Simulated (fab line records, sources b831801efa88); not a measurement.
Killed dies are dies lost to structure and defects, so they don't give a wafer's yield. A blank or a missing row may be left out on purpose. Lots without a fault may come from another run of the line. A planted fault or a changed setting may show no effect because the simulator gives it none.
fab line records | flow gf180mcu
record lots=5 wafers=15 last_day=34
route steps=602 shown V5@544 TOP_METAL@567
lots that met no fault: from a run of the same line without faults
start_h: hours from the record's first day to the start of the lot's first wafer shown | wait_h: hours since the lot's step before | " the same as in the row above | L1.1+2: a row that stands for several wafers | - no value, or no start given | * or withheld: withheld | < > ~ a bound
route shown NAME@n: a module of which the file shows steps, and the number in the route of the first | usual: mean/standard deviation of fault-free wafers | same: alike in all rows | chamber/n: place in a boat | sites: the reading at each site | _std_site: their standard deviation | _edge_site: outer sites' mean less inner sites' | radius_mm: how far each site lies from the wafer's centre | mask NAME#n: copy n | behind: the tool/chamber that last shaped the wafer | hold: why the lot was held/for how many hours/how that ended | device: the transistor (n, p or np) that didn't switch | end of line: the same wafers' tests at the end of the route | a step without rows: its recipe alone | killed: dies lost to structure and defects at the first sort, not the wafer's yield | map: a wafer's dies, x killed, . not, _ none there
set.NAME: the setting as run; set.NAME@STEP: as run at that earlier step | model.NAME: the simulator's own value behind a step, which no gauge read
lots at some steps of the route; a table a step, a row a wafer
services: from which hour (start_h, from the record's first day; less than 0 if before it) a tool's chamber was out of use, for how many hours, and why
## steps
# step GF_V5_CMP_04
# recipe material=SiO2 down_force_psi=4 platen_rpm=60 pad_velocity_m_s=0.94248
# usual motor_current_A=11.7/1.2 platen_rpm=59.99/0.035 slurry_flow_ml_min=150.0/0.43
# columns lot.wafer tool chamber start_h wait_h motor_current_A platen_rpm slurry_flow_ml_min
L079.1 cmp-01 2 649.19 0.1 10.6 59.98 149.6
L079.3 " 3 " " 10.0 59.99 150.2
L079.2 " 0 " " 12.2 59.99 151.4
L082.4 cmp-01 1 674.98 0.0 13.5 59.99 150.7
L082.2 " 2 " " 10.8 59.92 150.6
L082.6 " 2 " " 11.2 59.94 149.9
L084.4 cmp-01 2 689.73 0.1 11.1 59.99 149.7
L084.6 " 0 " " 11.3 59.99 150.4
L084.5 " 1 " " 12.1 60.00 150.4
L087.2 cmp-01 0 706.94 0.1 12.2 59.99 150.6
L087.4 " 1 " " 12.1 59.97 150.3
L087.5 " 2 " " 10.8 59.96 150.3
L095.1 cmp-02 2 753.44 0.1 12.4 60.01 149.6
L095.6 " 2 " " 13.0 59.97 149.8
L095.5 " 3 " " 12.6 59.95 150.0
# step GF_V5_BOW_MEAS_05
# recipe mode=bow
# usual V5_BOW=134/8.2
# columns lot.wafer tool chamber start_h wait_h V5_BOW[um]
L079.1 film_metro-03 - 649.49 0.2 137
L079.2 " - " " 126
L079.3 " - " " 127
L082.2 film_metro-04 - 675.30 0.2 132
L082.4 " - " " 121
L082.6 " - " " 140
L084.4 film_metro-02 - 690.10 0.3 130
L084.5 " - " " 140
L084.6 " - " " 143
L087.2 film_metro-02 - 707.17 0.2 126
L087.4 " - " " 120
L087.5 " - " " 132
L095.1 film_metro-04 - 753.74 0.2 139
L095.5 " - " " 124
L095.6 " - " " 128
# step GF_V5_DEHYDRATE_06
# recipe temp_c=200 time_s=60
# columns lot.wafer tool chamber start_h wait_h
L079.1+2+3 litho_track-02 0 658.50 9.0
L082.2+4+6 litho_track-01 0 685.01 9.7
L084.4+5+6 litho_track-01 0 698.21 8.1
L087.2+4+5 litho_track-01 0 715.41 8.2
L095.1+5+6 litho_track-02 0 761.60 7.8
# step GF_V5_HMDS_07
# recipe prime_time_s=60 prime_temp_c=120
# columns lot.wafer tool chamber start_h wait_h
L079.1+2+3 litho_track-02 0 658.65 0.1
L082.2+4+6 litho_track-01 0 685.16 0.1
L084.4+5+6 litho_track-01 0 698.36 0.1
L087.2+4+5 litho_track-01 0 715.56 0.1
L095.1+5+6 litho_track-02 0 761.75 0.1
# step GF_V5_COAT_08
# recipe resist=BARC temp_c=withheld time_s=withheld spin_rpm=withheld resist_thk_nm=withheld
# columns lot.wafer tool chamber start_h wait_h
L079.1+2+3 litho_track-02 0 658.80 0.1
L082.2+4+6 litho_track-01 0 685.31 0.1
L084.4+5+6 litho_track-01 0 698.51 0.1
L087.2+4+5 litho_track-01 0 715.71 0.1
L095.1+5+6 litho_track-02 0 761.90 0.1
# step GF_V5_COAT_09
# recipe resist=KrF spin_rpm=withheld resist_thk_nm=1000
# columns lot.wafer tool chamber start_h wait_h
L079.1+2+3 litho_track-02 0 - -
L082.2+4+6 litho_track-01 0 - -
L084.4+5+6 litho_track-01 0 - -
L087.2+4+5 litho_track-01 0 - -
L095.1+5+6 litho_track-02 0 - -
# step GF_V5_SOFTBAKE_10
# recipe temp_c=130 time_s=60 resist=KrF
# columns lot.wafer tool chamber start_h wait_h
L079.1+2+3 litho_track-02 0 - -
L082.2+4+6 litho_track-01 0 - -
L084.4+5+6 litho_track-01 0 - -
L087.2+4+5 litho_track-01 0 - -
L095.1+5+6 litho_track-02 0 - -
# step GF_V5_EXPOSE_11
# recipe mask_id=Via5 target_cd_nm=260 na=0.68 source_shape=conventional sigma_outer=0.6 dose_mj=38
# same sigma_outer=0.6
# columns lot.wafer tool chamber start_h wait_h mask
L079.1+2+3 krf_scanner-02 0 - - Via5#0
L082.2+4+6 krf_scanner-02 0 - - Via5#0
L084.4+5+6 krf_scanner-01 0 - - Via5#0
L087.2+4+5 krf_scanner-02 0 - - Via5#0
L095.1+5+6 krf_scanner-02 0 - - Via5#0
# step GF_V5_PEB_12
# recipe peb_temp_c=135 peb_time_s=90 resist=KrF
# columns lot.wafer tool chamber start_h wait_h
L079.1+2+3 litho_track-01 0 - -
L082.2+4+6 litho_track-03 0 - -
L084.4+5+6 litho_track-03 0 - -
L087.2+4+5 litho_track-02 0 - -
L095.1+5+6 litho_track-03 0 - -
# step GF_V5_DEVELOP_13
# recipe develop_time_s=60 resist=KrF dev_temp_c=21
# usual developer_temp_C=21.01/0.11
# columns lot.wafer tool chamber start_h wait_h developer_temp_C
L079.1 litho_track-01 0 668.99 0.2 21.10
L079.2 " 0 " " 21.17
L079.3 " 0 " " 21.15
L082.2 litho_track-03 0 694.61 0.2 21.15
L082.4 " 0 " " 21.06
L082.6 " 0 " " 21.14
L084.4 litho_track-03 0 708.11 0.1 21.22
L084.5 " 0 " " 21.09
L084.6 " 0 " " 21.11
L087.2 litho_track-02 0 725.42 0.2 21.13
L087.4 " 0 " " 21.19
L087.5 " 0 " " 21.04
L095.1 litho_track-03 0 769.78 0.2 20.92
L095.5 " 0 " " 20.94
L095.6 " 0 " " 21.00
# step GF_V5_CD_MEAS_14
# recipe target_cd_nm=260
# usual cd_nm=260.2/1.1
# columns lot.wafer tool chamber start_h wait_h cd_nm
L079.1 cd_sem-01 - 669.14 0.1 260.1
L079.2 " - " " 259.8
L079.3 " - " " 261.3
L082.2 cd_sem-01 - 694.75 0.1 259.9
L082.4 " - " " 259.1
L082.6 " - " " 259.9
L084.4 cd_sem-01 - 708.24 0.1 259.3
L084.5 " - " " 260.0
L084.6 " - " " 259.4
L087.2 cd_sem-01 - 725.57 0.1 260.8
L087.4 " - " " 258.9
L087.5 " - " " 259.2
L095.1 cd_sem-02 - 769.93 0.1 260.7
L095.5 " - " " 258.3
L095.6 " - " " 261.0
# step GF_V5_OVL_MEAS_15
# usual V5_OVL=-2/5
# columns lot.wafer tool chamber start_h wait_h V5_OVL[nm]
L079.1 overlay-01 - 669.26 0.1 2
L079.2 " - " " 2
L079.3 " - " " 1
L082.2 overlay-02 - 694.86 0.1 5
L082.4 " - " " -4
L082.6 " - " " 3
L084.4 overlay-02 - 708.32 0.1 -1
L084.5 " - " " 3
L084.6 " - " " -4
L087.2 overlay-01 - 725.67 0.1 -4
L087.4 " - " " 6
L087.5 " - " " 2
L095.1 overlay-01 - 770.05 0.1 3
L095.5 " - " " -4
L095.6 " - " " -6
# step GF_V5_ETCH_16
# recipe chemistry=N2/H2 target_depth_a=withheld overetch_a=withheld time_s=withheld target=BARC ion_energy_ev=200 source_w=500 bias_w=100 pressure_mtorr=30 n2_flow_sccm=100 h2_flow_sccm=200
# usual drypump_motor_current_A=5.5/0.34 oes_product_au=0.855/0.0047 rf_fwd_power_W=493.9/2.1 throttle_valve_pct=13.225/0.0099
# columns lot.wafer tool chamber start_h wait_h drypump_motor_current_A oes_product_au rf_fwd_power_W throttle_valve_pct
L079.1 rie_diel-04 1 669.29 0.0 5.8 0.859 492.9 13.220
L079.2 " 2 " " 5.5 0.858 493.1 13.230
L079.3 " 3 " " 5.7 0.861 493.8 13.235
L082.2 rie_diel-02 2 694.89 0.0 5.6 0.851 489.4 13.227
L082.4 " 1 " " 5.9 0.851 489.7 13.207
L082.6 " 1 " " 5.9 0.853 492.0 13.211
L084.4 rie_diel-01 2 708.34 0.0 5.5 0.850 495.7 13.218
L084.5 " 0 " " 5.8 0.857 495.5 13.237
L084.6 " 3 " " 5.5 0.854 490.9 13.241
L087.2 rie_diel-01 3 725.70 0.0 5.5 0.851 494.2 13.226
L087.4 " 3 " " 5.5 0.857 492.6 13.233
L087.5 " 0 " " 5.8 0.857 498.1 13.217
L095.1 rie_diel-01 2 770.09 0.0 5.5 0.857 495.5 13.236
L095.5 " 3 " " 5.5 0.859 494.4 13.232
L095.6 " 0 " " 5.7 0.858 495.4 13.227
# step GF_V5_ETCH_17
# recipe chemistry=C4F8/O2/Ar mask_material=KrF target=SiO2 stop_on=TiN source_w=1500 bias_w=1200 pressure_mtorr=40 c4f8_flow_sccm=withheld O2_flow_sccm=6 Ar_flow_sccm=300 time_s=withheld target_depth_a=8550
# usual oes_product_au=0.859/0.0045 rf_fwd_power_W=1493/4.4
# columns lot.wafer tool chamber start_h wait_h oes_product_au rf_fwd_power_W
L079.1 rie_diel-04 1 - - 0.866 1491
L079.2 " 2 " " 0.854 1494
L079.3 " 3 " " 0.857 1485
L082.2 rie_diel-02 2 - - 0.854 1491
L082.4 " 1 " " 0.858 1489
L082.6 " 1 " " 0.867 1480
L084.4 rie_diel-01 2 - - 0.859 1495
L084.5 " 0 " " 0.856 1500
L084.6 " 3 " " 0.857 1488
L087.2 rie_diel-01 3 - - 0.859 1493
L087.4 " 3 " " 0.862 1497
L087.5 " 0 " " 0.866 1488
L095.1 rie_diel-01 2 - - 0.855 1492
L095.5 " 3 " " 0.865 1493
L095.6 " 0 " " 0.855 1498
# step GF_V5_STRIP_18
# recipe chemistry=O2/N2 power_w=1400 pressure_mtorr=1500 platen_temp_c=250 o2_flow_sccm=3000 n2_flow_sccm=300 overash_fraction=0.5
# usual drypump_motor_current_A=5.6/0.31 heater_power_w=344/48 oes_product_au=0.568/0.0049
# columns lot.wafer tool chamber start_h wait_h drypump_motor_current_A heater_power_w oes_product_au rf_hours_counter_h
L079.1 plasma_asher-03 1 669.45 - 5.3 351 0.570 94
L079.2 " 0 " " 6.0 360 0.563 94
L079.3 " 1 " " 5.3 345 0.569 -
L082.2 plasma_asher-02 0 695.04 - 5.8 295 0.572 28
L082.4 " 0 " " 5.8 290 0.566 -
L082.6 " 1 " " 5.5 424 0.571 -
L084.4 plasma_asher-02 0 708.52 - 5.7 288 0.565 -
L084.5 " 1 " " 5.5 419 0.569 -
L084.6 " 0 " " 5.8 287 0.567 -
L087.2 plasma_asher-03 0 725.86 - 6.1 365 0.560 100
L087.4 " 1 " " 5.3 351 0.569 -
L087.5 " 0 " " 6.1 361 0.570 -
L095.1 plasma_asher-01 0 770.24 - 6.1 272 0.563 63
L095.5 " 0 " " 6.1 269 0.566 -
L095.6 " 1 " " 5.2 337 0.576 -
# step GF_V5_STRIP_19
# recipe chemistry=post_etch_residue_remover time_s=1200 temp_c=72.5
# columns lot.wafer tool chamber start_h wait_h
L079.1+2+3 wet_bench-01 2 669.55 0.1
L082.2+4+6 wet_bench-03 1 695.14 0.1
L084.4+5+6 wet_bench-04 0 708.59 0.0
L087.2+4+5 wet_bench-03 2 725.96 0.1
L095.1+5+6 wet_bench-03 1 770.34 0.1
# step GF_V5_CLEAN_20
# recipe chemistry=DIW dry=n2_spin
# columns lot.wafer tool chamber start_h wait_h
L079.1+2+3 wet_bench-03 0 669.89 0.0
L082.2+4+6 wet_bench-04 3 695.51 0.0
L084.4+5+6 wet_bench-01 3 708.93 0.0
L087.2+4+5 wet_bench-04 3 726.30 0.0
L095.1+5+6 wet_bench-04 1 770.68 0.0
# step GF_V5_SPUTTER_21
# recipe material=Ti target_thk_nm=15 chamber_pressure_pa=5 power_w=2500 substrate_temp_c=200 time_s=80.02
# usual cathode_dc_power_W=2500.0/0.49 chamber_pressure_pa=4.999/0.01 throttle_valve_pct=30.1/0.97
# columns lot.wafer tool chamber start_h wait_h cathode_dc_power_W chamber_pressure_pa throttle_valve_pct
L079.1 pvd_sputter-02 - 669.98 0.0 2500.0 4.994 29.8
L079.2 " - " " 2500.0 5.002 29.6
L079.3 " - " " 2499.8 4.992 30.8
L082.2 pvd_sputter-01 - 695.60 0.0 2500.6 4.981 27.8
L082.4 " - " " 2500.0 5.003 29.9
L082.6 " - " " 2500.1 4.975 32.3
L084.4 pvd_sputter-02 - 709.02 0.0 2500.1 5.010 30.4
L084.5 " - " " 2500.2 5.003 30.6
L084.6 " - " " 2499.7 5.002 30.0
L087.2 pvd_sputter-01 - 726.39 0.0 2500.2 5.002 29.9
L087.4 " - " " 2499.9 4.991 32.1
L087.5 " - " " 2499.9 5.004 29.2
L095.1 pvd_sputter-01 - 770.88 0.0 2501.3 5.016 30.1
L095.5 " - " " 2500.6 5.004 31.7
L095.6 " - " " 2500.0 5.014 30.0
# step GF_V5_SPUTTER_22
# recipe material=TiN target_thk_nm=10 chamber_pressure_pa=5 power_w=4000 time_s=40
# usual cathode_dc_power_W=4000.0/0.71 chamber_pressure_pa=4.999/0.0095 throttle_valve_pct=30.1/0.95
# columns lot.wafer tool chamber start_h wait_h cathode_dc_power_W chamber_pressure_pa throttle_valve_pct
L079.1 pvd_sputter-02 - 670.04 0.0 3999.6 4.998 29.9
L079.2 " - " " 3999.3 5.007 29.8
L079.3 " - " " 3999.9 5.008 30.3
L082.2 pvd_sputter-01 - 695.67 0.0 3999.7 5.008 28.1
L082.4 " - " " 4000.0 5.013 29.9
L082.6 " - " " 4000.3 5.005 31.7
L084.4 pvd_sputter-02 - 709.08 0.0 4000.5 5.003 30.6
L084.5 " - " " 4000.7 4.983 30.9
L084.6 " - " " 3999.4 4.996 29.9
L087.2 pvd_sputter-01 - 726.45 0.0 4001.1 4.987 29.9
L087.4 " - " " 3999.4 5.007 32.0
L087.5 " - " " 4000.9 4.986 29.4
L095.1 pvd_sputter-01 - 770.94 0.0 3998.6 5.020 30.1
L095.5 " - " " 3999.5 5.010 31.9
L095.6 " - " " 3999.6 5.010 30.0
# step GF_V5_CVD_23
# recipe material=W target_thk_nm=350 time_s=104.9 temp_c=400 pressure_torr=40
# usual heater_power_w=833/51
# columns lot.wafer tool chamber start_h wait_h heater_power_w
L079.1 cvd_w-01 1 670.08 0.0 762
L079.2 " 0 " " 855
L079.3 " 0 " " 872
L082.2 cvd_w-02 0 695.70 0.0 845
L082.4 " 1 " " 890
L082.6 " 1 " " 900
L084.4 cvd_w-02 0 709.16 0.1 846
L084.5 " 1 " " 898
L084.6 " 0 " " 839
L087.2 cvd_w-02 1 726.49 0.0 885
L087.4 " 0 " " 836
L087.5 " 0 " " 844
L095.1 cvd_w-01 0 770.98 0.0 873
L095.5 " 1 " " 752
L095.6 " 0 " " 859
# step GF_V5_RS_MEAS_24
# recipe thk_meas_gauge=four-point-probe reads=W_of_V5_CVD_23+TiN_of_V5_SPUTTER_22+Ti_of_V5_SPUTTER_21
# usual V5_W_RS=0.3293/0.0028
# columns lot.wafer tool chamber start_h wait_h V5_W_RS[ohm/sq]
L079.1 film_metro-03 - 670.19 0.1 0.3222
L079.2 " - " " 0.3286
L079.3 " - " " 0.3272
L082.2 film_metro-02 - 695.84 0.1 0.3306
L082.4 " - " " 0.3260
L082.6 " - " " 0.3267
L084.4 film_metro-04 - 709.39 0.2 0.3307
L084.5 " - " " 0.3293
L084.6 " - " " 0.3276
L087.2 film_metro-04 - 726.62 0.1 0.3304
L087.4 " - " " 0.3340
L087.5 " - " " 0.3291
L095.1 film_metro-03 - 771.09 0.1 0.3345
L095.5 " - " " 0.3313
L095.6 " - " " 0.3276
# step GF_V5_THK_MEAS_25
# recipe thk_meas_gauge=xrf reads=W_of_V5_CVD_23
# usual V5_W_THK=350/3.5
# columns lot.wafer tool chamber start_h wait_h V5_W_THK[nm]
L079.1 film_metro-03 - 670.31 0.1 354
L079.2 " - " " 347
L079.3 " - " " 352
L082.2 film_metro-02 - 695.95 0.1 347
L082.4 " - " " 352
L082.6 " - " " 351
L084.4 film_metro-04 - 709.48 0.1 349
L084.5 " - " " 348
L084.6 " - " " 350
L087.2 film_metro-04 - 726.73 0.1 350
L087.4 " - " " 344
L087.5 " - " " 351
L095.1 film_metro-03 - 771.21 0.1 345
L095.5 " - " " 349
L095.6 " - " " 352
# step GF_V5_CMP_26
# recipe stop_on=SiO2 down_force_psi=3.5 platen_rpm=60 t_overpolish_s=15 target_thk_nm=0 pad_velocity_m_s=0.94248
# usual motor_current_A=10.9/1.2 overpolish_run_s=15.001/0.01 platen_rpm=60.00/0.039 slurry_flow_ml_min=150.0/0.47 time_to_endpoint_s=84/3.5
# same t_overpolish_s=15
# columns lot.wafer tool chamber start_h wait_h motor_current_A overpolish_run_s platen_rpm slurry_flow_ml_min time_to_endpoint_s
L079.2 cmp-02 0 670.37 0.0 12.1 15.006 60.07 149.5 84
L079.1 " 2 " " 11.2 15.022 60.04 149.9 85
L079.3 " 3 " " 11.8 14.990 60.04 150.3 85
L082.2 cmp-01 1 696.00 0.0 12.0 15.006 60.04 150.5 75
L082.4 " 3 " " 9.2 14.991 60.00 149.9 79
L082.6 " 1 " " 11.9 15.017 60.03 150.0 80
L084.4 cmp-01 0 709.51 0.0 10.9 14.991 60.05 150.1 77
L084.6 " 0 " " 11.2 14.998 60.01 150.4 77
L084.5 " 1 " " 11.6 15.010 59.97 149.5 77
L087.2 cmp-02 1 726.83 0.1 9.3 15.008 60.04 150.4 88
L087.4 " 3 " " 11.3 14.999 59.97 150.3 90
L087.5 " 1 " " 9.5 15.011 60.01 150.2 89
L095.1 cmp-02 0 772.39 1.2 12.2 14.997 60.00 150.4 81
L095.6 " 1 " " 9.6 14.988 60.04 150.7 85
L095.5 " 2 " " 11.1 15.006 59.94 150.0 81
# step GF_TOP_METAL_SPUTTER_00
# recipe material=Ti target_thk_nm=37.5 arriving_ion_energy_ev=80 substrate_temp_c=200 chamber_pressure_pa=2 power_w=4000 time_s=150
# usual cathode_dc_power_W=4000.0/0.71 chamber_pressure_pa=2.000/0.0039 throttle_valve_pct=30.0/0.91
# columns lot.wafer tool chamber start_h wait_h cathode_dc_power_W chamber_pressure_pa throttle_valve_pct
L079.1 pvd_sputter-02 - 670.67 0.1 3998.5 1.996 30.1
L079.2 " - " " 3999.9 1.997 30.7
L079.3 " - " " 4000.5 2.001 29.8
L082.2 pvd_sputter-03 - 696.30 0.2 3999.2 1.999 31.2
L082.4 " - " " 4000.5 2.000 29.0
L082.6 " - " " 3998.9 2.001 31.1
L084.4 pvd_sputter-02 - 709.81 0.2 4001.2 1.998 30.6
L084.5 " - " " 4000.2 1.999 30.4
L084.6 " - " " 4001.0 1.999 29.8
L087.2 pvd_sputter-04 - 727.08 0.2 4000.6 1.997 29.0
L087.4 " - " " 3999.2 1.998 31.5
L087.5 " - " " 4000.3 2.000 28.9
L095.1 pvd_sputter-03 - 772.54 0.1 4000.5 2.000 30.6
L095.5 " - " " 4001.4 2.003 29.6
L095.6 " - " " 3999.7 1.995 30.2
# step GF_TOP_METAL_SPUTTER_01
# recipe material=TiN target_thk_nm=30 power_w=6500 time_s=25 chamber_pressure_pa=0.4
# usual cathode_dc_power_W=6499.9/1.2 chamber_pressure_pa=0.4001/0.00081 throttle_valve_pct=30.0/0.9
# columns lot.wafer tool chamber start_h wait_h cathode_dc_power_W chamber_pressure_pa throttle_valve_pct
L079.1 pvd_sputter-02 - 670.77 0.1 6498.4 0.4007 30.4
L079.2 " - " " 6499.5 0.4008 30.7
L079.3 " - " " 6502.4 0.3998 29.9
L082.2 pvd_sputter-03 - 696.40 0.1 6499.2 0.4005 31.0
L082.4 " - " " 6497.0 0.4000 29.5
L082.6 " - " " 6498.7 0.4010 31.1
L084.4 pvd_sputter-02 - 709.91 0.1 6501.6 0.3986 30.6
L084.5 " - " " 6501.0 0.4002 30.4
L084.6 " - " " 6499.2 0.4007 29.6
L087.2 pvd_sputter-04 - 727.18 0.1 6500.0 0.4007 29.0
L087.4 " - " " 6499.5 0.4001 31.2
L087.5 " - " " 6497.5 0.4000 28.9
L095.1 pvd_sputter-03 - 772.64 0.1 6499.6 0.3995 30.5
L095.5 " - " " 6498.4 0.4003 29.3
L095.6 " - " " 6500.6 0.4003 30.5
# step GF_TOP_METAL_SPUTTER_02
# recipe material=AlCu target_thk_nm=900 power_w=10600 chamber_pressure_pa=0.3 substrate_temp_c=250 gas=Ar time_s=47.82
# usual cathode_dc_power_W=10600/2 chamber_pressure_pa=0.3000/0.00054 throttle_valve_pct=30.0/0.88
# columns lot.wafer tool chamber start_h wait_h cathode_dc_power_W chamber_pressure_pa throttle_valve_pct
L079.1 pvd_sputter-02 - 670.80 0.0 10602 0.2989 30.7
L079.2 " - " " 10602 0.3004 30.6
L079.3 " - " " 10596 0.2999 29.8
L082.2 pvd_sputter-03 - 696.43 0.0 10602 0.2995 30.8
L082.4 " - " " 10595 0.3003 29.4
L082.6 " - " " 10599 0.2990 31.1
L084.4 pvd_sputter-02 - 709.94 0.0 10599 0.2992 30.2
L084.5 " - " " 10598 0.3004 30.5
L084.6 " - " " 10600 0.3011 29.8
L087.2 pvd_sputter-04 - 727.21 0.0 10603 0.2999 29.2
L087.4 " - " " 10599 0.2989 31.3
L087.5 " - " " 10603 0.3007 29.4
L095.1 pvd_sputter-03 - 772.67 0.0 10597 0.2997 30.2
L095.5 " - " " 10601 0.2997 29.3
L095.6 " - " " 10600 0.2998 30.7
# step GF_TOP_METAL_SPUTTER_03
# recipe material=Ti target_thk_nm=5 substrate_temp_c=300 chamber_pressure_pa=0.3 power_w=3000 time_s=3.3
# usual cathode_dc_power_W=3000.1/0.55 chamber_pressure_pa=0.3001/0.00067 throttle_valve_pct=30.0/0.91
# columns lot.wafer tool chamber start_h wait_h cathode_dc_power_W chamber_pressure_pa throttle_valve_pct
L079.1 pvd_sputter-02 - 670.85 0.0 3000.9 0.3007 30.2
L079.2 " - " " 3000.9 0.3004 30.6
L079.3 " - " " 2999.8 0.2994 30.0
L082.2 pvd_sputter-03 - 696.47 0.0 2999.9 0.2995 31.3
L082.4 " - " " 3000.5 0.3002 29.3
L082.6 " - " " 3000.4 0.2982 31.1
L084.4 pvd_sputter-02 - 709.98 0.0 3001.2 0.3014 30.8
L084.5 " - " " 3000.0 0.3003 30.6
L084.6 " - " " 3000.4 0.3006 29.5
L087.2 pvd_sputter-04 - 727.26 0.0 3000.2 0.2990 29.1
L087.4 " - " " 3000.6 0.3006 31.4
L087.5 " - " " 2998.9 0.2998 29.1
L095.1 pvd_sputter-03 - 772.71 0.0 2999.8 0.3002 30.5
L095.5 " - " " 2999.6 0.2999 29.1
L095.6 " - " " 2999.8 0.2997 30.5
# step GF_TOP_METAL_SPUTTER_04
# recipe material=TiN target_thk_nm=25 power_w=6500 time_s=20.8 chamber_pressure_pa=0.4
# usual cathode_dc_power_W=6500.1/1.1 chamber_pressure_pa=0.4001/0.00081 throttle_valve_pct=30.0/0.91
# columns lot.wafer tool chamber start_h wait_h cathode_dc_power_W chamber_pressure_pa throttle_valve_pct
L079.1 pvd_sputter-02 - 670.87 0.0 6501.5 0.4003 30.3
L079.2 " - " " 6501.0 0.3989 30.7
L079.3 " - " " 6500.7 0.3997 29.9
L082.2 pvd_sputter-03 - 696.49 0.0 6499.8 0.4018 31.5
L082.4 " - " " 6498.7 0.4003 29.7
L082.6 " - " " 6499.8 0.4010 31.2
L084.4 pvd_sputter-02 - 710.00 0.0 6500.7 0.3997 30.6
L084.5 " - " " 6499.6 0.4001 30.5
L084.6 " - " " 6498.8 0.3986 29.7
L087.2 pvd_sputter-04 - 727.27 0.0 6496.7 0.3995 29.1
L087.4 " - " " 6501.0 0.4008 31.5
L087.5 " - " " 6500.9 0.4003 28.9
L095.1 pvd_sputter-03 - 772.73 0.0 6500.1 0.3999 30.7
L095.5 " - " " 6500.6 0.3996 29.5
L095.6 " - " " 6500.6 0.4005 30.2
# step GF_TOP_METAL_RS_MEAS_05
# recipe thk_meas_gauge=four-point-probe reads=TiN_of_TOP_METAL_SPUTTER_04+Ti_of_TOP_METAL_SPUTTER_03+AlCu_of_TOP_METAL_SPUTTER_02+TiN_of_TOP_METAL_SPUTTER_01+Ti_of_TOP_METAL_SPUTTER_00
# usual TOP_METAL_ALCU_RS=0.0328/0.00033
# columns lot.wafer tool chamber start_h wait_h TOP_METAL_ALCU_RS[ohm/sq]
L079.1 film_metro-02 - 670.89 0.0 0.0336
L079.2 " - " " 0.0334
L079.3 " - " " 0.0333
L082.2 film_metro-01 - 696.54 0.0 0.0321
L082.4 " - " " 0.0326
L082.6 " - " " 0.0325
L084.4 film_metro-02 - 710.09 0.1 0.0334
L084.5 " - " " 0.0335
L084.6 " - " " 0.0330
L087.2 film_metro-02 - 727.32 0.0 0.0335
L087.4 " - " " 0.0332
L087.5 " - " " 0.0330
L095.1 film_metro-03 - 772.76 0.0 0.0323
L095.5 " - " " 0.0326
L095.6 " - " " 0.0327
# step GF_TOP_METAL_THK_MEAS_06
# recipe thk_meas_gauge=xrf reads=AlCu_of_TOP_METAL_SPUTTER_02
# usual TOP_METAL_ALCU_THK=911/9
# columns lot.wafer tool chamber start_h wait_h TOP_METAL_ALCU_THK[nm]
L079.1 film_metro-02 - 671.01 0.1 892
L079.2 " - " " 894
L079.3 " - " " 899
L082.2 film_metro-01 - 696.65 0.1 925
L082.4 " - " " 916
L082.6 " - " " 917
L084.4 film_metro-02 - 710.18 0.1 901
L084.5 " - " " 902
L084.6 " - " " 912
L087.2 film_metro-02 - 727.43 0.1 907
L087.4 " - " " 912
L087.5 " - " " 921
L095.1 film_metro-03 - 772.88 0.1 922
L095.5 " - " " 906
L095.6 " - " " 905
# step GF_TOP_METAL_DEHYDRATE_07
# recipe temp_c=200 time_s=60
# columns lot.wafer tool chamber start_h wait_h
L079.1+2+3 litho_track-02 0 679.70 8.7
L082.2+4+6 litho_track-01 0 706.01 9.4
L084.4+5+6 litho_track-02 0 718.42 8.2
L087.2+4+5 litho_track-04 0 735.19 7.7
L095.1+5+6 litho_track-04 0 779.92 7.0
# step GF_TOP_METAL_HMDS_08
# recipe prime_time_s=60 prime_temp_c=120
# columns lot.wafer tool chamber start_h wait_h
L079.1+2+3 litho_track-02 0 679.85 0.1
L082.2+4+6 litho_track-01 0 706.16 0.1
L084.4+5+6 litho_track-02 0 718.57 0.1
L087.2+4+5 litho_track-04 0 735.34 0.1
L095.1+5+6 litho_track-04 0 780.07 0.1
# step GF_TOP_METAL_COAT_09
# recipe resist=NOVOLAK spin_rpm=3000 resist_thk_nm=1500
# columns lot.wafer tool chamber start_h wait_h
L079.1+2+3 litho_track-02 0 680.00 0.1
L082.2+4+6 litho_track-01 0 706.31 0.1
L084.4+5+6 litho_track-02 0 718.72 0.1
L087.2+4+5 litho_track-04 0 735.49 0.1
L095.1+5+6 litho_track-04 0 780.22 0.1
# step GF_TOP_METAL_SOFTBAKE_10
# recipe temp_c=90 time_s=60 resist=NOVOLAK
# columns lot.wafer tool chamber start_h wait_h
L079.1+2+3 litho_track-02 0 680.15 0.1
L082.2+4+6 litho_track-01 0 706.46 0.1
L084.4+5+6 litho_track-02 0 718.87 0.1
L087.2+4+5 litho_track-04 0 735.64 0.1
L095.1+5+6 litho_track-04 0 780.37 0.1
# step GF_TOP_METAL_EXPOSE_11
# recipe mask_id=MetalTop target_cd_nm=440 na=0.6 source_shape=conventional sigma_outer=0.6 dose_mj=170
# same sigma_outer=0.6
# columns lot.wafer tool chamber start_h wait_h mask
L079.1+2+3 iline_stepper-02 0 - - MetalTop#0
L082.2+4+6 iline_stepper-01 0 - - MetalTop#0
L084.4+5+6 iline_stepper-02 0 - - MetalTop#0
L087.2+4+5 iline_stepper-02 0 - - MetalTop#0
L095.1+5+6 iline_stepper-02 0 - - MetalTop#0
# step GF_TOP_METAL_PEB_12
# recipe temp_c=withheld time_s=* resist=NOVOLAK
# columns lot.wafer tool chamber start_h wait_h
L079.1+2+3 litho_track-01 0 - -
L082.2+4+6 litho_track-02 0 - -
L084.4+5+6 litho_track-02 0 - -
L087.2+4+5 litho_track-01 0 - -
L095.1+5+6 litho_track-04 0 - -
## services
# columns tool chamber start_h hours kind
cmp-01 - 635.06 6.6 pm
pvd_sputter-04 - 639.59 5.2 repair
pvd_sputter-04 - 642.30 5.5 repair
rie_diel-01 2 644.61 2.0 repair
cmp-02 - 646.86 0.6 repair
cmp-02 - 649.98 0.5 repair
pvd_sputter-01 - 650.34 2.7 repair
cmp-02 - 655.02 5.7 repair
wet_bench-03 - 679.09 3.5 repair
krf_scanner-02 - 684.44 0.8 pm
krf_scanner-02 - 689.01 3.6 pm
krf_scanner-02 - 692.83 4.0 repair
cmp-02 - 694.92 1.9 repair
krf_scanner-02 - 696.83 1.3 pm
pvd_sputter-02 - 714.70 2.1 repair
krf_scanner-02 - 717.59 2.1 repair
cmp-02 - 721.70 1.5 repair
rie_diel-01 2 722.36 6.9 repair
pvd_sputter-01 - 733.35 4.1 repair
cmp-02 - 744.20 4.0 pm
iline_stepper-02 - 745.54 1.7 pm
cmp-01 - 748.35 22.9 pm
rie_diel-01 1 769.14 8.8 repair
pvd_sputter-02 - 770.74 2.5 repair
## key
fault none
